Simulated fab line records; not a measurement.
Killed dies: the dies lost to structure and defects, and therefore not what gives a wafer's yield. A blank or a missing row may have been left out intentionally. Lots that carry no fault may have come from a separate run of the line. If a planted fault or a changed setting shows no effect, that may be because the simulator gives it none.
Lot-split experiment -- flow sfq_line -- route with 325 steps; 5 lots, 23 wafers read

## ABOUT THE SPLIT
At SFQ_TRILAYER_I1_DEP_PECVD_045 (deposits SiO2 from SiH4/N2O, time 111.11 s, target thk 500 nm), the setting rf_w was moved away from the recipe's 183.3 W on 11 of the 23 wafers read, by -8.7% to +8.5%. All remaining wafers had this setting at the recipe value.

The reading is taken at the split's own step.

## THE READING
SiO2_of_TRILAYER_I1_DEP_PECVD_045.thk_nm (the simulator's own value, which no gauge read), in nm, at SFQ_TRILAYER_I1_DEP_PECVD_045 (deposits SiO2 from SiH4/N2O, time 111.11 s, target thk 500 nm). No usual value for it is given in the file. Across the 12 wafers here that went through the recipe, the average is 501.7 nm and the standard deviation 4.2 nm.

wafer,"tool, chamber at the split","rf_w as run, W",against the recipe,"SiO2_of_TRILAYER_I1_DEP_PECVD_045.thk_nm, nm",against lot-mates on the recipe
L074.1,"pecvd-01, 0",195.4,+6.6%,516.7,+10.6
L074.2,"pecvd-01, 1",183.3,recipe,510,-
L074.4,"pecvd-01, 0",195.4,+6.6%,523.2,+17.1
L074.5,"pecvd-01, 2",183.3,recipe,502.3,-
L074.6,"pecvd-01, 1",195.4,+6.6%,522.1,+16.0
L078.1,"pecvd-01, 1",183.3,recipe,498.5,-
L078.3,"pecvd-01, 2",183.3,recipe,493.9,-
L078.4,"pecvd-01, 0",183.3,recipe,502.4,-
L081.1,"pecvd-01, 1",167.3,-8.7%,484.3,-14.3
L081.2,"pecvd-01, 2",167.3,-8.7%,482.2,-16.4
L081.3,"pecvd-01, 0",183.3,recipe,495.2,-
L081.4,"pecvd-01, 2",167.3,-8.7%,488.3,-10.3
L081.5,"pecvd-01, 0",183.3,recipe,502.1,-
L082.1,"pecvd-04, 0",198.8,+8.5%,512.5,+10.0
L082.2,"pecvd-04, 2",183.3,recipe,500,-
L082.3,"pecvd-04, 1",198.8,+8.5%,509.2,+6.7
L082.4,"pecvd-04, 2",198.8,+8.5%,518.3,+15.8
L082.6,"pecvd-04, 1",183.3,recipe,505,-
L083.1,"pecvd-04, 1",169.1,-7.7%,483.5,-20.1
L083.3,"pecvd-04, 2",183.3,recipe,502.4,-
L083.4,"pecvd-04, 1",183.3,recipe,504.2,-
L083.5,"pecvd-04, 2",169.1,-7.7%,493.7,-9.9
L083.6,"pecvd-04, 1",183.3,recipe,504.3,-

THE FIT
A straight line over all 23 wafers: SiO2_of_TRILAYER_I1_DEP_PECVD_045.thk_nm changes by +1.89 nm for each +1% of rf_w; r = +0.91; the points scatter about the line by 5 nm.
The same after taking each lot's own level away (the mean of its wafers on the recipe; 23 wafers): +1.66 nm for each +1%; r = +0.93; scatter 3.9 nm.
According to that fit, moving rf_w by its largest amount changes the reading by 15 nm.
Measured against the standard deviation above, the lots' own levels, which go from 498.27 to 506.15 nm, span 1.9 times it.
So the slope is not independent of the lot-to-lot level: the two fits are not the same.
Check: for one of the wafers moved furthest among these (-8.7%), held out of the fit, the line's prediction against its lot-mates is -14.6 nm. Against them it came out at -14.3 nm.

## ADDITIONAL SPLITS CARRIED BY THESE WAFERS
These wafers also went through other splits before the reading. Each is held against what the fit with the lots' levels taken away leaves over:
other split on the same wafers,wafers away from the commonest value,r with SiO2_of_TRILAYER_I1_DEP_PECVD_045.thk_nm (lot level and that fit taken away)
SFQ_TRILAYER_INCOMING_OXIDATION_002 temp_c,18,+0.10
SFQ_TRILAYER_L0_LITHO_PEB_008 peb_time_s,5,-0.11
SFQ_TRILAYER_L0_VIA_LITHO_PEB_016 peb_time_s,11,+0.09
SFQ_TRILAYER_L0_VIA_BARC_OPEN_VIA_ETCH_021 source_w,9,-0.02
SFQ_TRILAYER_M0_LITHO_COAT_021 spin_rpm,9,-0.23
SFQ_TRILAYER_M0_LITHO_PEB_024 peb_time_s,10,+0.16
SFQ_TRILAYER_I0_VIA_LITHO_PEB_034 peb_time_s,7,-0.17
SFQ_TRILAYER_I0_VIA_ETCH_VIA_ETCH_034 bias_w,3,-0.03
SFQ_TRILAYER_M1_DEP_SPUTTER_037 time_s,11,+0.16
SFQ_TRILAYER_M1_LITHO_PEB_042 peb_temp_c,5,-0.28

## FILE'S OWN FIT
SiO2_of_TRILAYER_I1_DEP_PECVD_045.thk_nm changes by +1.69 nm for each +1% of rf_w, r = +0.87.
